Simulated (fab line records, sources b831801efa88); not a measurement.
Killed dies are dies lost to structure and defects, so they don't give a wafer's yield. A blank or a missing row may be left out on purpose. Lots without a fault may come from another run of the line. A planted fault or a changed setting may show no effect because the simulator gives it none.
One fault seen from 2 desks | flow sky130 | each desk has only its own numbers; what lay behind them comes last

THE METROLOGY DESK
What the gauges read, lot by lot, whatever tool the lot ran on: means of the sampled wafers that have a number. A lot is out of limits, marked OUT, if its mean lies more than 4 standard deviations from the usual mean; the brackets give that distance.
Columns: A = PASSIVATION_CVD_02_THK at SKY_PASSIVATION_THK_MEAS_03, usual 535 nm
lot  | first seen here | A
L941 | day 43 21:50    | 543
L943 | day 44 15:44    | 539
L946 | day 45 12:44    | 528
L948 | day 46 12:58    | 536
L947 | day 46 15:11    | 539
L950 | day 46 15:29    | 528
L949 | day 46 16:19    | 539
L953 | day 47 03:52    | 535
L956 | day 47 16:26    | 510
L957 | day 48 03:08    | 528
L960 | day 48 17:46    | 535
This desk's finding: nothing out of limits on any of the 11 lots.

THE TOOL OWNER'S DESK: pecvd-04
The tool's own readings at SKY_PASSIVATION_CVD_02 (deposits Si3N4, target thk 540 nm): means of the sampled wafers that have a number, for each lot that ran on this tool. A lot is out of limits, marked OUT, if its mean lies more than 4 standard deviations from the usual mean; the brackets give that distance.
Columns: A = heater_power_w at SKY_PASSIVATION_CVD_02, usual 730 W; B = rf_fwd_power_W at SKY_PASSIVATION_CVD_02, usual 449.0 W
lot  | first seen here | A   | B
L941 | day 43 21:27    | 639 | 446.4
L943 | day 44 15:29    | 762 | 449.5
L947 | day 46 14:58    | 582 | 450.3
L949 | day 46 16:05    | 642 | 449.3
L953 | day 47 03:39    | 565 | 448.5
L956 | day 47 16:11    | 655 | 401.1 (-32) OUT
L957 | day 48 02:55    | 716 | 426.0 (-15) OUT
This desk's finding: out of limits on L956, L957; first on L956, day 47 16:11 (rf_fwd_power_W at SKY_PASSIVATION_CVD_02). In limits: L941, L943, L947, L949, L953.

PUT TOGETHER
The tool owner's desk could have raised an alarm at day 47 16:11, on L956, L957.
The metrology desk saw nothing out of limits.
The metrology desk has L956, L957 on record, within its limits.
Of the lots named, all ran SKY_PASSIVATION_CVD_02 on pecvd-04.

WHAT THE SIMULATOR HAD PUT IN
Process parameter drift: pecvd-04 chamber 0, from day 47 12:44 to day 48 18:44, at SKY_PASSIVATION_CVD_02. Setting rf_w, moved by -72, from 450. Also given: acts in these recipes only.
Lots struck among those shown: L956, L957.
Hours from the fault's start to each desk's first reading out of limits: the tool owner's desk, 3.
